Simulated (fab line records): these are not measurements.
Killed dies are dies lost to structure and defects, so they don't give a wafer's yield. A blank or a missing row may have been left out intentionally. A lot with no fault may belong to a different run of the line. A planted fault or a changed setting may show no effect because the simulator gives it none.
fab line records / flow sky130 / part 2 of 2: steps 31 to 45 of 45
[record] lots = 5 wafers = 15 lastDay = 49
route steps=708 shown RES_PROTECT@211 POLY_GATE@213 LDD_N@237 LDD_P@255
lots that met no fault: from a run of the same line without faults
startH: start of the lot's first displayed wafer, in hours after the record's first day / waitH: how many hours have passed since the lot's step before this one / " same as the row above / L1.1+2: a row that stands for several wafers / - no value, or no start was given / * or withheld: withheld / < > ~ a bound
route shown NAME@n: NAME is a module with steps in the file, n the number in the route of the first one / usual: average and standard deviation across the fault-free wafers / same: alike in all rows / chamber/n: place in a boat / sites: each site's reading / _std_site: the values' standard deviation / _edge_site: outer sites' mean less inner sites' / radiusMm: how far each site lies from the wafer's centre / mask NAME#n: copy n / behind: tool/chamber where the wafer was last shaped / hold: cause of the lot's hold/its duration in hours/its outcome / device: which transistor (n, p or np) failed to switch / end of line: tests of these same wafers at the route's end / a step given without rows: its recipe and nothing more / killed: dies that structure and defects cost at the first sort, which is not the same as the wafer's yield / map: shows each die of a wafer: x if killed, . if not, _ if none is there
set.NAME: the setting the step ran with; set.NAME@STEP: the setting that earlier step ran with / model.NAME: the simulator's own value behind a step, which no gauge read
a table for each step, a row for each wafer; lots at some steps of the route
services: the hour from which a tool's chamber was out of use, counted from the record's first day as startH (under 0 if before that day), plus the number of hours and why
[[steps]]
[step SKY_LDD_N_EXPOSE_04]
[recipe] maskId = NTM targetCdNm = 840 na = 0.6 sourceShape = conventional sigmaOuter = 0.6 doseMj = 110
[usual] stageVelMmS = 499.97/0.3
lot.wafer=L075.1 tool=ilineStepper-01 chamber=0 startH=- waitH=- mask=NTM#0 stageVelMmS=500.20
lot.wafer=L075.5 tool=ilineStepper-01 chamber=0 startH=- waitH=- mask=NTM#0 stageVelMmS=500.19
lot.wafer=L075.6 tool=ilineStepper-01 chamber=0 startH=- waitH=- mask=NTM#0 stageVelMmS=499.95
lot.wafer=L076.1 tool=ilineStepper-01 chamber=0 startH=- waitH=- mask=NTM#0 stageVelMmS=499.52
lot.wafer=L076.2 tool=ilineStepper-01 chamber=0 startH=- waitH=- mask=NTM#0 stageVelMmS=499.89
lot.wafer=L076.3 tool=ilineStepper-01 chamber=0 startH=- waitH=- mask=NTM#0 stageVelMmS=500.03
lot.wafer=L080.2 tool=ilineStepper-01 chamber=0 startH=- waitH=- mask=NTM#0 stageVelMmS=499.53
lot.wafer=L080.4 tool=ilineStepper-01 chamber=0 startH=- waitH=- mask=NTM#0 stageVelMmS=499.33
lot.wafer=L080.6 tool=ilineStepper-01 chamber=0 startH=- waitH=- mask=NTM#0 stageVelMmS=499.40
lot.wafer=L084.2 tool=ilineStepper-01 chamber=0 startH=- waitH=- mask=NTM#0 stageVelMmS=500.17
lot.wafer=L084.5 tool=ilineStepper-01 chamber=0 startH=- waitH=- mask=NTM#0 stageVelMmS=500.08
lot.wafer=L084.6 tool=ilineStepper-01 chamber=0 startH=- waitH=- mask=NTM#0 stageVelMmS=499.91
lot.wafer=L094.1 tool=ilineStepper-01 chamber=0 startH=- waitH=- mask=NTM#0 stageVelMmS=500.34
lot.wafer=L094.2 tool=ilineStepper-01 chamber=0 startH=- waitH=- mask=NTM#0 stageVelMmS=499.78
lot.wafer=L094.4 tool=ilineStepper-01 chamber=0 startH=- waitH=- mask=NTM#0 stageVelMmS=500.15
[step SKY_LDD_N_PEB_05]
[recipe] tempC = withheld timeS = * resist = NOVOLAK
lot.wafer=L075.1+5+6 tool=lithoTrack-01 chamber=0 startH=- waitH=-
lot.wafer=L076.1+2+3 tool=lithoTrack-03 chamber=0 startH=- waitH=-
lot.wafer=L080.2+4+6 tool=lithoTrack-02 chamber=0 startH=- waitH=-
lot.wafer=L084.2+5+6 tool=lithoTrack-03 chamber=0 startH=- waitH=-
lot.wafer=L094.1+2+4 tool=lithoTrack-03 chamber=0 startH=- waitH=-
[step SKY_LDD_N_DEVELOP_06]
[recipe] developTimeS = 60 devTempC = 23
lot.wafer=L075.1+5+6 tool=lithoTrack-01 chamber=0 startH=409.84 waitH=0.1
lot.wafer=L076.1+2+3 tool=lithoTrack-03 chamber=0 startH=415.87 waitH=0.1
lot.wafer=L080.2+4+6 tool=lithoTrack-02 chamber=0 startH=462.51 waitH=0.1
lot.wafer=L084.2+5+6 tool=lithoTrack-03 chamber=0 startH=494.25 waitH=0.1
lot.wafer=L094.1+2+4 tool=lithoTrack-03 chamber=0 startH=574.72 waitH=0.1
[step SKY_LDD_N_OVL_MEAS_07]
[usual] LDD_N_OVL = 1.2/1.2
lot.wafer=L075.1 tool=overlay-01 chamber=- startH=409.99 waitH=0.1 LDD_N_OVL[nm]=0.9
lot.wafer=L075.5 tool=overlay-01 chamber=- startH=409.99 waitH=0.1 LDD_N_OVL[nm]=-0.2
lot.wafer=L075.6 tool=overlay-01 chamber=- startH=409.99 waitH=0.1 LDD_N_OVL[nm]=-0.1
lot.wafer=L076.1 tool=overlay-02 chamber=- startH=416.02 waitH=0.1 LDD_N_OVL[nm]=1.7
lot.wafer=L076.2 tool=overlay-02 chamber=- startH=416.02 waitH=0.1 LDD_N_OVL[nm]=0.6
lot.wafer=L076.3 tool=overlay-02 chamber=- startH=416.02 waitH=0.1 LDD_N_OVL[nm]=2.0
lot.wafer=L080.2 tool=overlay-02 chamber=- startH=462.64 waitH=0.1 LDD_N_OVL[nm]=0.1
lot.wafer=L080.4 tool=overlay-02 chamber=- startH=462.64 waitH=0.1 LDD_N_OVL[nm]=0.1
lot.wafer=L080.6 tool=overlay-02 chamber=- startH=462.64 waitH=0.1 LDD_N_OVL[nm]=1.0
lot.wafer=L084.2 tool=overlay-01 chamber=- startH=494.38 waitH=0.1 LDD_N_OVL[nm]=1.9
lot.wafer=L084.5 tool=overlay-01 chamber=- startH=494.38 waitH=0.1 LDD_N_OVL[nm]=1.4
lot.wafer=L084.6 tool=overlay-01 chamber=- startH=494.38 waitH=0.1 LDD_N_OVL[nm]=0.4
lot.wafer=L094.1 tool=overlay-02 chamber=- startH=574.87 waitH=0.1 LDD_N_OVL[nm]=2.7
lot.wafer=L094.2 tool=overlay-02 chamber=- startH=574.87 waitH=0.1 LDD_N_OVL[nm]=2.5
lot.wafer=L094.4 tool=overlay-02 chamber=- startH=574.87 waitH=0.1 LDD_N_OVL[nm]=-0.1
[step SKY_LDD_N_IMPLANT_08]
[recipe] species = As energyKev = 20 doseCm2 = 7.5e+13 tiltDeg = withheld rotationDeg = 23
lot.wafer=L075.1+5+6 tool=implanter-02 chamber=0 startH=410.03 waitH=0.0
lot.wafer=L076.1+2+3 tool=implanter-01 chamber=0 startH=416.06 waitH=0.0
lot.wafer=L080.2+4+6 tool=implanter-03 chamber=0 startH=462.69 waitH=0.0
lot.wafer=L084.2+5+6 tool=implanter-02 chamber=0 startH=494.43 waitH=0.0
lot.wafer=L094.1+2+4 tool=implanter-01 chamber=0 startH=574.91 waitH=0.0
[step SKY_LDD_N_IMPLANT_09]
[recipe] species = As energyKev = 20 doseCm2 = 7.5e+13 tiltDeg = withheld rotationDeg = 113
lot.wafer=L075.1+5+6 tool=implanter-02 chamber=0 startH=410.18 waitH=0.1
lot.wafer=L076.1+2+3 tool=implanter-01 chamber=0 startH=416.21 waitH=0.1
lot.wafer=L080.2+4+6 tool=implanter-03 chamber=0 startH=462.84 waitH=0.1
lot.wafer=L084.2+5+6 tool=implanter-02 chamber=0 startH=494.58 waitH=0.1
lot.wafer=L094.1+2+4 tool=implanter-01 chamber=0 startH=575.06 waitH=0.1
[step SKY_LDD_N_IMPLANT_10]
[recipe] species = As energyKev = 20 doseCm2 = 7.5e+13 tiltDeg = withheld rotationDeg = 203
lot.wafer=L075.1+5+6 tool=implanter-02 chamber=0 startH=410.33 waitH=0.1
lot.wafer=L076.1+2+3 tool=implanter-01 chamber=0 startH=416.36 waitH=0.1
lot.wafer=L080.2+4+6 tool=implanter-03 chamber=0 startH=462.99 waitH=0.1
lot.wafer=L084.2+5+6 tool=implanter-02 chamber=0 startH=494.73 waitH=0.1
lot.wafer=L094.1+2+4 tool=implanter-01 chamber=0 startH=575.21 waitH=0.1
[step SKY_LDD_N_IMPLANT_11]
[recipe] species = As energyKev = 20 doseCm2 = 7.5e+13 tiltDeg = withheld rotationDeg = 293
lot.wafer=L075.1+5+6 tool=implanter-02 chamber=0 startH=410.48 waitH=0.1
lot.wafer=L076.1+2+3 tool=implanter-01 chamber=0 startH=416.51 waitH=0.1
lot.wafer=L080.2+4+6 tool=implanter-03 chamber=0 startH=463.14 waitH=0.1
lot.wafer=L084.2+5+6 tool=implanter-02 chamber=0 startH=494.88 waitH=0.1
lot.wafer=L094.1+2+4 tool=implanter-01 chamber=0 startH=575.36 waitH=0.1
[step SKY_LDD_N_IMPLANT_12]
[recipe] species = BF2 energyKev = 50 doseCm2 = 5e+12 tiltDeg = 30 rotationDeg = 0
lot.wafer=L075.1+5+6 tool=implanter-02 chamber=0 startH=410.63 waitH=0.1
lot.wafer=L076.1+2+3 tool=implanter-01 chamber=0 startH=416.66 waitH=0.1
lot.wafer=L080.2+4+6 tool=implanter-03 chamber=0 startH=463.29 waitH=0.1
lot.wafer=L084.2+5+6 tool=implanter-02 chamber=0 startH=495.03 waitH=0.1
lot.wafer=L094.1+2+4 tool=implanter-01 chamber=0 startH=575.51 waitH=0.1
[step SKY_LDD_N_IMPLANT_13]
[recipe] species = BF2 energyKev = 50 doseCm2 = 5e+12 tiltDeg = 30 rotationDeg = 90
lot.wafer=L075.1+5+6 tool=implanter-02 chamber=0 startH=410.78 waitH=0.1
lot.wafer=L076.1+2+3 tool=implanter-01 chamber=0 startH=416.81 waitH=0.1
lot.wafer=L080.2+4+6 tool=implanter-03 chamber=0 startH=463.44 waitH=0.1
lot.wafer=L084.2+5+6 tool=implanter-02 chamber=0 startH=495.18 waitH=0.1
lot.wafer=L094.1+2+4 tool=implanter-01 chamber=0 startH=575.66 waitH=0.1
[step SKY_LDD_N_IMPLANT_14]
[recipe] species = BF2 energyKev = 50 doseCm2 = 5e+12 tiltDeg = 30 rotationDeg = 180
lot.wafer=L075.1+5+6 tool=implanter-02 chamber=0 startH=410.93 waitH=0.1
lot.wafer=L076.1+2+3 tool=implanter-01 chamber=0 startH=416.96 waitH=0.1
lot.wafer=L080.2+4+6 tool=implanter-03 chamber=0 startH=463.59 waitH=0.1
lot.wafer=L084.2+5+6 tool=implanter-02 chamber=0 startH=495.33 waitH=0.1
lot.wafer=L094.1+2+4 tool=implanter-01 chamber=0 startH=575.81 waitH=0.1
[step SKY_LDD_N_IMPLANT_15]
[recipe] species = BF2 energyKev = 50 doseCm2 = 5e+12 tiltDeg = 30 rotationDeg = 270
lot.wafer=L075.1+5+6 tool=implanter-02 chamber=0 startH=411.08 waitH=0.1
lot.wafer=L076.1+2+3 tool=implanter-01 chamber=0 startH=417.11 waitH=0.1
lot.wafer=L080.2+4+6 tool=implanter-03 chamber=0 startH=463.74 waitH=0.1
lot.wafer=L084.2+5+6 tool=implanter-02 chamber=0 startH=495.48 waitH=0.1
lot.wafer=L094.1+2+4 tool=implanter-01 chamber=0 startH=575.96 waitH=0.1
[step SKY_LDD_N_STRIP_16]
[recipe] chemistry = O2/N2 powerW = 1400 pressureMtorr = 1500 platenTempC = withheld o2FlowSccm = 3000 n2FlowSccm = 300 overashFraction = 0.5
[usual] drypumpMotorCurrentA = 6.2/0.63 oesProductAu = 0.406/0.005 stripTimeToEndpointS = 4.317/0.016
lot.wafer=L075.1 tool=plasmaAsher-02 chamber=0 startH=411.23 waitH=0.1 drypumpMotorCurrentA=4.8 oesProductAu=0.408 rfHoursCounterH=61 stripTimeToEndpointS=4.318
lot.wafer=L075.5 tool=plasmaAsher-02 chamber=0 startH=411.23 waitH=0.1 drypumpMotorCurrentA=4.8 oesProductAu=0.402 rfHoursCounterH=- stripTimeToEndpointS=4.302
lot.wafer=L075.6 tool=plasmaAsher-02 chamber=1 startH=411.23 waitH=0.1 drypumpMotorCurrentA=5.0 oesProductAu=0.397 rfHoursCounterH=- stripTimeToEndpointS=4.312
lot.wafer=L076.1 tool=plasmaAsher-03 chamber=1 startH=417.26 waitH=0.1 drypumpMotorCurrentA=6.7 oesProductAu=0.404 rfHoursCounterH=72 stripTimeToEndpointS=4.324
lot.wafer=L076.2 tool=plasmaAsher-03 chamber=0 startH=417.26 waitH=0.1 drypumpMotorCurrentA=6.5 oesProductAu=0.414 rfHoursCounterH=72 stripTimeToEndpointS=4.329
lot.wafer=L076.3 tool=plasmaAsher-03 chamber=1 startH=417.26 waitH=0.1 drypumpMotorCurrentA=6.7 oesProductAu=0.409 rfHoursCounterH=- stripTimeToEndpointS=4.321
lot.wafer=L080.2 tool=plasmaAsher-01 chamber=0 startH=463.87 waitH=0.1 drypumpMotorCurrentA=5.9 oesProductAu=0.411 rfHoursCounterH=4 stripTimeToEndpointS=4.305
lot.wafer=L080.4 tool=plasmaAsher-01 chamber=0 startH=463.87 waitH=0.1 drypumpMotorCurrentA=5.9 oesProductAu=0.409 rfHoursCounterH=- stripTimeToEndpointS=4.298
lot.wafer=L080.6 tool=plasmaAsher-01 chamber=1 startH=463.87 waitH=0.1 drypumpMotorCurrentA=6.7 oesProductAu=0.405 rfHoursCounterH=- stripTimeToEndpointS=4.316
lot.wafer=L084.2 tool=plasmaAsher-01 chamber=0 startH=495.61 waitH=0.1 drypumpMotorCurrentA=5.9 oesProductAu=0.398 rfHoursCounterH=7 stripTimeToEndpointS=4.310
lot.wafer=L084.5 tool=plasmaAsher-01 chamber=0 startH=495.61 waitH=0.1 drypumpMotorCurrentA=5.9 oesProductAu=0.399 rfHoursCounterH=- stripTimeToEndpointS=4.314
lot.wafer=L084.6 tool=plasmaAsher-01 chamber=1 startH=495.61 waitH=0.1 drypumpMotorCurrentA=6.6 oesProductAu=0.414 rfHoursCounterH=- stripTimeToEndpointS=4.323
lot.wafer=L094.1 tool=plasmaAsher-03 chamber=1 startH=576.11 waitH=0.1 drypumpMotorCurrentA=6.7 oesProductAu=0.411 rfHoursCounterH=88 stripTimeToEndpointS=4.337
lot.wafer=L094.2 tool=plasmaAsher-03 chamber=0 startH=576.11 waitH=0.1 drypumpMotorCurrentA=6.5 oesProductAu=0.402 rfHoursCounterH=88 stripTimeToEndpointS=4.322
lot.wafer=L094.4 tool=plasmaAsher-03 chamber=0 startH=576.11 waitH=0.1 drypumpMotorCurrentA=6.5 oesProductAu=0.412 rfHoursCounterH=- stripTimeToEndpointS=4.353
[step SKY_LDD_N_TW_MEAS_17]
[usual] LDD_N_TW = 2597/27
lot.wafer=L075.1 tool=filmMetro-01 chamber=- startH=411.33 waitH=0.1 LDD_N_TW=2639
lot.wafer=L075.5 tool=filmMetro-01 chamber=- startH=411.33 waitH=0.1 LDD_N_TW=2627
lot.wafer=L075.6 tool=filmMetro-01 chamber=- startH=411.33 waitH=0.1 LDD_N_TW=2626
lot.wafer=L076.1 tool=filmMetro-01 chamber=- startH=417.36 waitH=0.1 LDD_N_TW=2624
lot.wafer=L076.2 tool=filmMetro-01 chamber=- startH=417.36 waitH=0.1 LDD_N_TW=2633
lot.wafer=L076.3 tool=filmMetro-01 chamber=- startH=417.36 waitH=0.1 LDD_N_TW=2628
lot.wafer=L080.2 tool=filmMetro-01 chamber=- startH=463.98 waitH=0.1 LDD_N_TW=2633
lot.wafer=L080.4 tool=filmMetro-01 chamber=- startH=463.98 waitH=0.1 LDD_N_TW=2623
lot.wafer=L080.6 tool=filmMetro-01 chamber=- startH=463.98 waitH=0.1 LDD_N_TW=2625
lot.wafer=L084.2 tool=filmMetro-01 chamber=- startH=495.72 waitH=0.1 LDD_N_TW=2602
lot.wafer=L084.5 tool=filmMetro-01 chamber=- startH=495.72 waitH=0.1 LDD_N_TW=2601
lot.wafer=L084.6 tool=filmMetro-01 chamber=- startH=495.72 waitH=0.1 LDD_N_TW=2613
lot.wafer=L094.1 tool=filmMetro-02 chamber=- startH=576.21 waitH=0.1 LDD_N_TW=2571
lot.wafer=L094.2 tool=filmMetro-02 chamber=- startH=576.21 waitH=0.1 LDD_N_TW=2583
lot.wafer=L094.4 tool=filmMetro-02 chamber=- startH=576.21 waitH=0.1 LDD_N_TW=2578
[step SKY_LDD_P_DEHYDRATE_00]
[recipe] tempC = 200 timeS = 60
lot.wafer=L075.1+5+6 tool=lithoTrack-04 chamber=0 startH=425.96 waitH=14.6
lot.wafer=L076.1+2+3 tool=lithoTrack-02 chamber=0 startH=431.68 waitH=14.3
lot.wafer=L080.2+4+6 tool=lithoTrack-02 chamber=0 startH=478.01 waitH=14.0
lot.wafer=L084.2+5+6 tool=lithoTrack-02 chamber=0 startH=510.71 waitH=15.0
lot.wafer=L094.1+2+4 tool=lithoTrack-04 chamber=0 startH=591.01 waitH=14.8
[[services]]
tool=rieDiel-03 chamber=3 startH=327.20 hours=14.4 kind=repair
tool=lpcvd-02 chamber=- startH=349.00 hours=0.6 kind=repair
tool=implanter-03 chamber=- startH=363.18 hours=4.6 kind=pm
tool=plasmaAsher-01 chamber=- startH=368.29 hours=1.4 kind=repair
tool=implanter-01 chamber=- startH=373.13 hours=3.1 kind=repair
tool=implanter-01 chamber=- startH=389.12 hours=4.2 kind=pm
tool=plasmaAsher-01 chamber=- startH=406.05 hours=2.1 kind=repair
tool=rieDiel-03 chamber=3 startH=412.31 hours=2.5 kind=repair
tool=plasmaAsher-01 chamber=- startH=421.25 hours=9.0 kind=pm
tool=ilineStepper-01 chamber=- startH=422.24 hours=1.3 kind=repair
tool=rieDiel-03 chamber=3 startH=434.26 hours=3.8 kind=repair
tool=rieDiel-03 chamber=1 startH=445.69 hours=9.5 kind=repair
tool=implanter-03 chamber=- startH=456.24 hours=1.9 kind=repair
tool=ilineStepper-01 chamber=- startH=460.37 hours=1.7 kind=pm
tool=rieDiel-03 chamber=1 startH=484.24 hours=2.5 kind=repair
tool=rieDiel-01 chamber=3 startH=507.33 hours=7.3 kind=repair
tool=lpcvd-02 chamber=- startH=508.34 hours=0.3 kind=repair
tool=implanter-01 chamber=- startH=512.56 hours=4.1 kind=pm
tool=plasmaAsher-02 chamber=- startH=517.88 hours=1.7 kind=repair
tool=lpcvd-02 chamber=- startH=537.05 hours=6.0 kind=pm
tool=rieDiel-01 chamber=2 startH=549.72 hours=6.1 kind=repair
tool=implanter-02 chamber=- startH=557.66 hours=1.1 kind=repair
tool=implanter-02 chamber=- startH=586.81 hours=0.7 kind=repair
tool=implanter-02 chamber=- startH=587.04 hours=0.7 kind=repair
